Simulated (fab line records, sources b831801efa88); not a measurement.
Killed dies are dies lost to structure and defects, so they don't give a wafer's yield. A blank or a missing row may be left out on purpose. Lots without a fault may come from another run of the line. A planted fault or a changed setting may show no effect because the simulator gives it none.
fab line records | flow sky130
record lots=15 wafers=45 last_day=50
route steps=708 shown FIELD_ISO@12
lots that met no fault: from a run of the same line without faults
start_h: hours from the record's first day to the start of the lot's first wafer shown | wait_h: hours since the lot's step before | " the same as in the row above | L1.1+2: a row that stands for several wafers | - no value, or no start given | * or withheld: withheld | < > ~ a bound
route shown NAME@n: a module of which the file shows steps, and the number in the route of the first | usual: mean/standard deviation of fault-free wafers | same: alike in all rows | chamber/n: place in a boat | sites: the reading at each site | _std_site: their standard deviation | _edge_site: outer sites' mean less inner sites' | radius_mm: how far each site lies from the wafer's centre | mask NAME#n: copy n | behind: the tool/chamber that last shaped the wafer | hold: why the lot was held/for how many hours/how that ended | device: the transistor (n, p or np) that didn't switch | end of line: the same wafers' tests at the end of the route | a step without rows: its recipe alone | killed: dies lost to structure and defects at the first sort, not the wafer's yield | map: a wafer's dies, x killed, . not, _ none there
set.NAME: the setting as run; set.NAME@STEP: as run at that earlier step | model.NAME: the simulator's own value behind a step, which no gauge read
steps of the route over a sample of lots; a table a step, a row a wafer
## steps
# step SKY_FIELD_ISO_PEB_11
# recipe peb_temp_c=withheld peb_time_s=withheld resist=KrF-thick
# usual chill_plate_temp_C=* exhaust_pa=45.0/0.84
# columns lot.wafer tool chamber start_h wait_h chill_plate_temp_C exhaust_pa
L507.4 litho_track-02 0 27 - * 45.2
L507.5 " 0 " " * 45.0
L507.6 " 0 " " * 44.7
L508.3 litho_track-02 0 34 - * 45.2
L508.4 " 0 " " * 44.8
L508.5 " 0 " " * 44.5
L509.3 litho_track-03 0 39 - * 43.6
L509.5 " 0 " " * 44.3
L509.6 " 0 " " * 43.9
L510.3 litho_track-02 0 43 - * 45.5
L510.4 " 0 " " * 46.4
L510.6 " 0 " " * 44.7
L513.1 litho_track-01 0 59 - * 44.9
L513.4 " 0 " " * 45.9
L513.6 " 0 " " * 44.8
L515.3 litho_track-03 0 71 - * 44.7
L515.4 " 0 " " * 45.4
L515.6 " 0 " " * 45.4
L517.3 litho_track-01 0 94 - * 44.5
L517.4 " 0 " " * 45.4
L517.5 " 0 " " * 44.1
L516.2 litho_track-02 0 94 - * 45.1
L516.4 " 0 " " * 44.4
L516.6 " 0 " " * 45.5
L519.1 litho_track-02 0 94 - * 45.5
L519.4 " 0 95 - * 45.6
L519.5 " 0 " " * 45.0
L520.4 litho_track-01 - 101 - - -
L520.5 " - " " - -
L520.6 " - " " - -
L521.2 litho_track-03 - 105 - - -
L521.3 " - " " - -
L521.5 " - " " - -
L522.1 litho_track-02 - 109 - - -
L522.5 " - " " - -
L522.6 " - " " - -
L523.1 litho_track-01 0 114 - * 46.0
L523.2 " 0 " " * 45.2
L523.4 " 0 " " * 45.6
L526.3 litho_track-02 0 126 - * 45.1
L526.4 " 0 " " * 44.9
L526.6 " 0 " " * 44.3
L530.1 litho_track-03 0 148 - * 44.2
L530.4 " 0 " " * 43.6
L530.6 " 0 " " * 44.1
## key
first_sign step=SKY_FIELD_ISO_PEB_11 reading=tool_record direction=missing
effect none on later readings
met_at SKY_FIELD_ISO_PEB_11
struck_lots L520,L521,L522
later_rows_left_out L520.4,L520.5,L520.6,L521.2,L521.3,L521.5,L522.1,L522.5,L522.6
sort_left_out L520.4,L520.5,L520.6,L521.2,L521.3,L521.5,L522.1,L522.5,L522.6
tester_left_out L520,L521,L522
onset_between 94 101
fault kind=skipped_step_whole tool=litho_track-01,litho_track-02,litho_track-03 chamber=- onset_h=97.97 steps=SKY_FIELD_ISO_PEB_11 scope=struck_lots_only
# tester_left_out: of these lots the tester's yield and bins aren't shown, on N5 and GAA mostly nor the transistor test; their killed dies are dies lost to structure and defects alone, not to doping, threshold or leakage, so they don't give the yield
# sort_left_out: the simulated sort isn't trusted on such a fault, so these wafers' sort isn't shown, and their yield isn't known
# later_rows_left_out: the simulator's readings of these wafers behind a module that went badly wrong aren't trusted and aren't shown, but for the sort
